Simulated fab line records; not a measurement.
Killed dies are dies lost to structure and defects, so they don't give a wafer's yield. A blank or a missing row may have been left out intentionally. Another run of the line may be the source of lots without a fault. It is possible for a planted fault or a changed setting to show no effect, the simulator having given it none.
A single fault, viewed from 2 desks || flow sky130 || what lay behind the numbers comes last; until then each desk has only its own

## THE TOOL OWNER'S DESK: lpcvd-02
The tool's own readings at SKY_SONOS_ONO_CVD_02 (deposits Si3N4 from DCS/NH3, target thk 10.5 nm, time 180 s): means of the sampled wafers that have a number, for each lot that ran on this tool. A lot is out of limits, marked OUT, if its mean lies more than 4 standard deviations from the usual mean; the brackets give that distance.
Columns: A = pressure-mtorr at SKY_SONOS_ONO_CVD_02, usual 250.1 mTorr
{"lot": "L293", "first seen here": "day 11 17:04", "A": 250.3}
{"lot": "L294", "first seen here": "day 11 21:31", "A": 249.9}
{"lot": "L295", "first seen here": "day 12 06:00", "A": 250.0}
{"lot": "L296", "first seen here": "day 12 20:43", "A": 249.7}
{"lot": "L297", "first seen here": "day 13 05:46", "A": 249.8}
{"lot": "L299", "first seen here": "day 13 09:58", "A": 249.8}
{"lot": "L300", "first seen here": "day 13 23:02", "A": 250.1}
{"lot": "L301", "first seen here": "day 14 15:44", "A": "200.2 (-99 or more) OUT"}
{"lot": "L303", "first seen here": "day 14 22:55", "A": "200.6 (-99 or more) OUT"}
{"lot": "L311", "first seen here": "day 17 15:14", "A": 250.4}
{"lot": "L312", "first seen here": "day 18 05:12", "A": 250.0}
{"lot": "L313", "first seen here": "day 18 10:40", "A": 250.1}
{"lot": "L315", "first seen here": "day 18 23:10", "A": 250.0}
{"lot": "L316", "first seen here": "day 19 07:15", "A": 250.0}
Finding of this desk: L301, L303 out of limits; the first was L301 at day 14 15:44, on pressure-mtorr at SKY_SONOS_ONO_CVD_02. L293, L294, L295, L296, L297, L299, L300, L311, L312, L313, L315, L316: within limits.

## FROM THE METROLOGY DESK
Means of the sampled wafers that have a number, per lot and without regard to the tool the lot ran on: this is what the gauges read. A lot is out of limits, marked OUT, if its mean lies more than 4 standard deviations from the usual mean; the brackets give that distance.
Columns: A = SONOS_ONO_CVD_02_THK at SKY_SONOS_ONO_THK_MEAS_03, usual 10.53 nm
{"lot": "L293", "first seen here": "day 11 18:07", "A": 10.47}
{"lot": "L294", "first seen here": "day 11 22:35", "A": 10.76}
{"lot": "L295", "first seen here": "day 12 07:04", "A": 10.66}
{"lot": "L296", "first seen here": "day 12 21:47", "A": 10.44}
{"lot": "L297", "first seen here": "day 13 06:49", "A": 10.61}
{"lot": "L299", "first seen here": "day 13 11:02", "A": 10.71}
{"lot": "L300", "first seen here": "day 14 00:05", "A": 10.62}
{"lot": "L301", "first seen here": "day 14 16:47", "A": "9.54 (-5.8) OUT"}
{"lot": "L303", "first seen here": "day 14 23:58", "A": "9.80 (-4.3) OUT"}
{"lot": "L311", "first seen here": "day 17 16:17", "A": 10.43}
{"lot": "L312", "first seen here": "day 18 06:15", "A": 10.42}
{"lot": "L313", "first seen here": "day 18 11:43", "A": 10.66}
{"lot": "L315", "first seen here": "day 19 00:46", "A": 10.91}
{"lot": "L316", "first seen here": "day 19 08:20", "A": 10.43}
This desk's finding: out of limits on L301, L303; first on L301, day 14 16:47 (SONOS_ONO_CVD_02_THK at SKY_SONOS_ONO_THK_MEAS_03). L293, L294, L295, L296, L297, L299, L300, L311, L312, L313, L315, L316: within limits.

## PUT TOGETHER
The tool owner's desk had the chance to raise an alarm at day 14 15:44 on L301, L303.
An alarm was possible from the metrology desk at day 14 16:47, on L301, L303.
On lpcvd-02, each named lot ran SKY_SONOS_ONO_CVD_02.

## WHAT THE SIMULATOR HAD INSERTED
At SKY_SONOS_ONO_CVD_02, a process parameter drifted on lpcvd-02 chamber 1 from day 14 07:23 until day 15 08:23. Setting pressure-mtorr shifted by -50 from 250. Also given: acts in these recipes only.
Lots struck among those shown: L301, L303.
Time in hours from fault onset to the first out-of-limits reading at each desk: tool owner's desk 8, metrology desk 9.
